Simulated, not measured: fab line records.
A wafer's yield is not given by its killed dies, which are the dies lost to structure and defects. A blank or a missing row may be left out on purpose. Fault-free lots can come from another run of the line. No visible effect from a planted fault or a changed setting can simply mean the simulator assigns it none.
Which tool did it? || flow sky130 || Sampling: 10 lots, 30 wafers, 5 of 708 route steps

## WHAT THE GAUGES READ, wafer by wafer
SKY_POLY_GATE_THK_MEAS_04.
{"lot": "L929", "measured": "day 15 10:22", "on": "filmMetro-02", "POLY_GATE_CVD_03_THK (nm)": "75.5 76.4 75.8"}
{"lot": "L930", "measured": "day 16 00:55", "on": "filmMetro-02", "POLY_GATE_CVD_03_THK (nm)": "75.3 75.6 75.1"}
{"lot": "L933", "measured": "day 16 23:23", "on": "filmMetro-04", "POLY_GATE_CVD_03_THK (nm)": "46.7 46.2 46.3"}
{"lot": "L943", "measured": "day 20 14:47", "on": "filmMetro-04", "POLY_GATE_CVD_03_THK (nm)": "74.9 74.9 75.9"}
{"lot": "L944", "measured": "day 21 03:02", "on": "filmMetro-04", "POLY_GATE_CVD_03_THK (nm)": "75.1 74.7 75.5"}
{"lot": "L945", "measured": "day 21 07:20", "on": "filmMetro-02", "POLY_GATE_CVD_03_THK (nm)": "74.0 75.6 74.3"}
{"lot": "L948", "measured": "day 22 12:33", "on": "filmMetro-01", "POLY_GATE_CVD_03_THK (nm)": "75.0 74.8 75.2"}
{"lot": "L949", "measured": "day 22 18:38", "on": "filmMetro-04", "POLY_GATE_CVD_03_THK (nm)": "75.8 76.0 75.1"}
{"lot": "L950", "measured": "day 23 03:19", "on": "filmMetro-02", "POLY_GATE_CVD_03_THK (nm)": "73.3 74.3 74.6"}
{"lot": "L951", "measured": "day 23 06:30", "on": "filmMetro-01", "POLY_GATE_CVD_03_THK (nm)": "74.7 75.3 74.6"}

SKY_LI_CONTACT_CD_MEAS_12: target cd 170 nm.
{"lot": "L929", "measured": "day 29 05:20", "on": "cdSem-02", "cdNm (nm)": "168.3 168.6 168.7"}
{"lot": "L930", "measured": "day 29 22:22", "on": "cdSem-02", "cdNm (nm)": "170.0 170.8 168.7"}
{"lot": "L933", "measured": "day 30 18:06", "on": "cdSem-01", "cdNm (nm)": "168.2 167.5 168.4"}
{"lot": "L943", "measured": "day 33 22:27", "on": "cdSem-01", "cdNm (nm)": "169.9 170.4 169.4"}
{"lot": "L944", "measured": "day 34 08:56", "on": "cdSem-02", "cdNm (nm)": "168.8 169.2 168.2"}
{"lot": "L945", "measured": "day 34 13:23", "on": "cdSem-01", "cdNm (nm)": "171.9 171.2 171.0"}
{"lot": "L948", "measured": "day 35 13:30", "on": "cdSem-02", "cdNm (nm)": "170.5 172.0 172.4"}
{"lot": "L949", "measured": "day 35 18:55", "on": "cdSem-01", "cdNm (nm)": "170.7 170.2 170.3"}
{"lot": "L950", "measured": "day 36 03:52", "on": "cdSem-01", "cdNm (nm)": "169.7 169.8 168.9"}
{"lot": "L951", "measured": "day 36 05:36", "on": "cdSem-02", "cdNm (nm)": "171.9 171.2 169.2"}

## EACH LOT AND THE TOOL THAT RAN IT (in order: tool; ch and the chambers of the sampled wafers; start)
{"lot": "L929", "SKY_POLY_GATE_CVD_03": "lpcvd-02 ch 0, day 15 09:00", "SKY_POLY_GATE_ETCH_16": "rieDiel-03 ch 0,1,2, day 16 14:47", "SKY_POLY_CUT_ETCH_11": "rieDiel-04 ch 1,2, day 24 07:58"}
{"lot": "L930", "SKY_POLY_GATE_CVD_03": "lpcvd-02 ch 0, day 15 23:33", "SKY_POLY_GATE_ETCH_16": "rieDiel-02 ch 2,3, day 17 06:14", "SKY_POLY_CUT_ETCH_11": "rieDiel-02 ch 0,3, day 25 04:05"}
{"lot": "L933", "SKY_POLY_GATE_CVD_03": "lpcvd-02 ch 1, day 16 22:01", "SKY_POLY_GATE_ETCH_16": "rieDiel-02 ch 0,1,2, day 18 04:08", "SKY_POLY_CUT_ETCH_11": "rieDiel-04 ch 1,2, day 26 00:08"}
{"lot": "L943", "SKY_POLY_GATE_CVD_03": "lpcvd-02 ch 1, day 20 13:25", "SKY_POLY_GATE_ETCH_16": "rieDiel-04 ch 0,1,3, day 21 21:53", "SKY_POLY_CUT_ETCH_11": "rieDiel-02 ch 1,2,3, day 29 08:33"}
{"lot": "L944", "SKY_POLY_GATE_CVD_03": "lpcvd-02 ch 0, day 21 01:40", "SKY_POLY_GATE_ETCH_16": "rieDiel-02 ch 1,2,3, day 22 10:05", "SKY_POLY_CUT_ETCH_11": "rieDiel-02 ch 2,3, day 29 19:49"}
{"lot": "L945", "SKY_POLY_GATE_CVD_03": "lpcvd-02 ch 0, day 21 05:58", "SKY_POLY_GATE_ETCH_16": "rieDiel-03 ch 0,2,3, day 22 13:59", "SKY_POLY_CUT_ETCH_11": "rieDiel-01 ch 0,1,3, day 30 01:11"}
{"lot": "L948", "SKY_POLY_GATE_CVD_03": "lpcvd-02 ch 0, day 22 11:11", "SKY_POLY_GATE_ETCH_16": "rieDiel-04 ch 0,2,3, day 23 18:03", "SKY_POLY_CUT_ETCH_11": "rieDiel-02 ch 0,2,3, day 31 02:00"}
{"lot": "L949", "SKY_POLY_GATE_CVD_03": "lpcvd-02 ch 1, day 22 17:16", "SKY_POLY_GATE_ETCH_16": "rieDiel-02 ch 0,1,3, day 24 00:53", "SKY_POLY_CUT_ETCH_11": "rieDiel-01 ch 0,2, day 31 07:19"}
{"lot": "L950", "SKY_POLY_GATE_CVD_03": "lpcvd-02 ch 1, day 23 01:57", "SKY_POLY_GATE_ETCH_16": "rieDiel-03 ch 0,1,3, day 24 08:48", "SKY_POLY_CUT_ETCH_11": "rieDiel-04 ch 0,2,3, day 31 17:08"}
{"lot": "L951", "SKY_POLY_GATE_CVD_03": "lpcvd-02 ch 1, day 23 05:08", "SKY_POLY_GATE_ETCH_16": "rieDiel-03 ch 0,1,3, day 24 12:53", "SKY_POLY_CUT_ETCH_11": "rieDiel-04 ch 0,1,3, day 31 19:42"}
- SKY_POLY_GATE_CVD_03: deposits Si3N4 from DCS/NH3, target thk 75 nm, time 1290 s.
- SKY_POLY_GATE_ETCH_16: etches Si3N4 in CH3F/O2, stops on poly-Si, time 147.5 s, target depth 75 nm.
- SKY_POLY_CUT_ETCH_11: etches Si3N4 in CF4/CH2F2/Ar, stops on poly-Si, time 42.5 s, target depth 60 nm.

## AS READ BY THE TOOLS THEMSELVES (means over the sampled wafers that have a number; for cases with no such wafer, the mark the record gives instead)
SKY_POLY_GATE_CVD_03.
{"lot": "L929", "tool": "lpcvd-02", "zonePowerCentrePct (%)": 11.8}
{"lot": "L930", "tool": "lpcvd-02", "zonePowerCentrePct (%)": 11.8}
{"lot": "L933", "tool": "lpcvd-02", "zonePowerCentrePct (%)": 13.4}
{"lot": "L943", "tool": "lpcvd-02", "zonePowerCentrePct (%)": 13.4}
{"lot": "L944", "tool": "lpcvd-02", "zonePowerCentrePct (%)": 11.7}
{"lot": "L945", "tool": "lpcvd-02", "zonePowerCentrePct (%)": 11.7}
{"lot": "L948", "tool": "lpcvd-02", "zonePowerCentrePct (%)": 11.8}
{"lot": "L949", "tool": "lpcvd-02", "zonePowerCentrePct (%)": 13.4}
{"lot": "L950", "tool": "lpcvd-02", "zonePowerCentrePct (%)": 13.4}
{"lot": "L951", "tool": "lpcvd-02", "zonePowerCentrePct (%)": 13.3}

SKY_POLY_GATE_ETCH_16.
{"lot": "L929", "tool": "rieDiel-03", "drypumpMotorCurrentA (A)": 5.7, "oesProductAu (a.u.)": 0.644, "throttleValvePct (%)": 10.538}
{"lot": "L930", "tool": "rieDiel-02", "drypumpMotorCurrentA (A)": 5.8, "oesProductAu (a.u.)": 0.641, "throttleValvePct (%)": 10.539}
{"lot": "L933", "tool": "rieDiel-02", "drypumpMotorCurrentA (A)": 5.9, "oesProductAu (a.u.)": 0.538, "throttleValvePct (%)": 10.522}
{"lot": "L943", "tool": "rieDiel-04", "drypumpMotorCurrentA (A)": 5.4, "oesProductAu (a.u.)": 0.642, "throttleValvePct (%)": 10.539}
{"lot": "L944", "tool": "rieDiel-02", "drypumpMotorCurrentA (A)": 5.9, "oesProductAu (a.u.)": 0.641, "throttleValvePct (%)": 10.529}
{"lot": "L945", "tool": "rieDiel-03", "drypumpMotorCurrentA (A)": 5.7, "oesProductAu (a.u.)": 0.640, "throttleValvePct (%)": 10.534}
{"lot": "L948", "tool": "rieDiel-04", "drypumpMotorCurrentA (A)": 5.6, "oesProductAu (a.u.)": 0.644, "throttleValvePct (%)": 10.533}
{"lot": "L949", "tool": "rieDiel-02", "drypumpMotorCurrentA (A)": 5.7, "oesProductAu (a.u.)": 0.642, "throttleValvePct (%)": 10.537}
{"lot": "L950", "tool": "rieDiel-03", "drypumpMotorCurrentA (A)": 5.6, "oesProductAu (a.u.)": 0.638, "throttleValvePct (%)": 10.537}
{"lot": "L951", "tool": "rieDiel-03", "drypumpMotorCurrentA (A)": 5.6, "oesProductAu (a.u.)": 0.640, "throttleValvePct (%)": 10.535}

SKY_POLY_CUT_ETCH_11.
{"lot": "L929", "tool": "rieDiel-04", "drypumpMotorCurrentA (A)": 5.0, "oesProductAu (a.u.)": 0.835, "throttleValvePct (%)": 14.991}
{"lot": "L930", "tool": "rieDiel-02", "drypumpMotorCurrentA (A)": 5.5, "oesProductAu (a.u.)": 0.832, "throttleValvePct (%)": 14.984}
{"lot": "L933", "tool": "rieDiel-04", "drypumpMotorCurrentA (A)": 5.2, "oesProductAu (a.u.)": 0.652, "throttleValvePct (%)": 14.983}
{"lot": "L943", "tool": "rieDiel-02", "drypumpMotorCurrentA (A)": 5.9, "oesProductAu (a.u.)": 0.829, "throttleValvePct (%)": 15.005}
{"lot": "L944", "tool": "rieDiel-02", "drypumpMotorCurrentA (A)": 5.8, "oesProductAu (a.u.)": 0.827, "throttleValvePct (%)": 14.996}
{"lot": "L945", "tool": "rieDiel-01", "drypumpMotorCurrentA (A)": 5.5, "oesProductAu (a.u.)": 0.833, "throttleValvePct (%)": 14.998}
{"lot": "L948", "tool": "rieDiel-02", "drypumpMotorCurrentA (A)": 5.8, "oesProductAu (a.u.)": 0.825, "throttleValvePct (%)": 14.993}
{"lot": "L949", "tool": "rieDiel-01", "drypumpMotorCurrentA (A)": 5.4, "oesProductAu (a.u.)": 0.836, "throttleValvePct (%)": 15.004}
{"lot": "L950", "tool": "rieDiel-04", "drypumpMotorCurrentA (A)": 5.6, "oesProductAu (a.u.)": 0.822, "throttleValvePct (%)": 14.982}
{"lot": "L951", "tool": "rieDiel-04", "drypumpMotorCurrentA (A)": 5.4, "oesProductAu (a.u.)": 0.830, "throttleValvePct (%)": 14.994}

## THE ANSWER, worked out from the rows above alone
Rule: usual is defined by the lots themselves. The widest of any qualifying gaps counts: lots, ordered by their means at a reading, are off when they make up no more than a third of the lots, leave a main group of 4 or more, and stand apart from it by 3 or more times the standard deviation of that group's means. The tables above print the reading to a certain number of digits; a main group whose means all agree to those digits is not used. A lot without any number at a reading at which 4 lots or more have one is off too. The other lots that the step has rows for count as sound. First the gauges in route order, then the tools' own readings, where a lot's mean is used as printed above. The first step at which some lot is off is used, and at that step the reading that is off furthest; a lot without a number counts as furthest.
Off: L933, seen at SKY_POLY_GATE_THK_MEAS_04 (POLY_GATE_CVD_03_THK). The main group has a mean of 75.1 nm with a standard deviation of 0.51.
A tool fits if, at a process step before that reading, it ran every lot that is off, and no sound lot after the first of them. The gauges at SKY_POLY_GATE_THK_MEAS_04 aren't tried: what is off there is off at SKY_POLY_GATE_ETCH_16 too, on other tools, and a gauge's error can't cause that. Not one of the candidates tried fits.

## WHAT HAD BEEN PUT IN BY THE SIMULATOR
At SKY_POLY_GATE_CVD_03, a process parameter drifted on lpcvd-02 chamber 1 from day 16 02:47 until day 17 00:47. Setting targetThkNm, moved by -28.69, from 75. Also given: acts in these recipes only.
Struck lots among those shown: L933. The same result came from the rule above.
